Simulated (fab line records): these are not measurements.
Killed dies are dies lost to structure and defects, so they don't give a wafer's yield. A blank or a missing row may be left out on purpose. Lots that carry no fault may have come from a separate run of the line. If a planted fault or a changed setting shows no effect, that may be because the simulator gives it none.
Chamber matching -- flow sky130 -- SKY_CONTACT_ETCH_16 on rie-diel-01: 4 sister chambers
The step etches BARC in N2/H2, stops on SiO2, time 45.9 s, target depth 60 nm. 4 wafers are shown with their chamber, then 8 later ones without.

## WAFERS WITH THEIR CHAMBER
wafer,chamber,throttle-valve-pct (%)
L075.5,2,13.233
L089.3,0,13.214
L089.6,3,13.234
L091.1,1,13.225

## WAFERS WHOSE CHAMBER IS MISSING
wafer,throttle-valve-pct (%)
L091.3,13.241
L091.6,13.223
L093.2,13.225
L093.4,13.211
L093.6,13.229
L094.2,13.210
L094.3,13.217
L094.4,13.225

## EACH ONE'S CHAMBER
wafer,from the rows above,in truth
L091.3,can't be placed: 3 or 2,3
L091.6,can't be placed: 1 or 0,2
L093.2,1,1
L093.4,0,0
L093.6,can't be placed: 1 or 2 or 3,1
L094.2,0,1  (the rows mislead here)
L094.3,can't be placed: 0 or 1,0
L094.4,1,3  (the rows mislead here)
Placed correctly: 2 of 8. Not placeable from these rows: 4 (in 3, the candidates include the true chamber). Placed wrongly: 2.
How it was worked out, from the rows above alone: a wafer's distance from a chamber is the root of the sum, over the readings, of the square of ((its reading less the chamber's mean) divided by the reading's scatter). The wafer belongs to the nearest chamber; if the next one is less than 2 further off, it can't be placed. For every chamber, the mean is computed from those of its wafers that are shown. The scatter: root of mean squared gap, hidden wafer to nearest shown wafer, with one shown wafer a chamber.
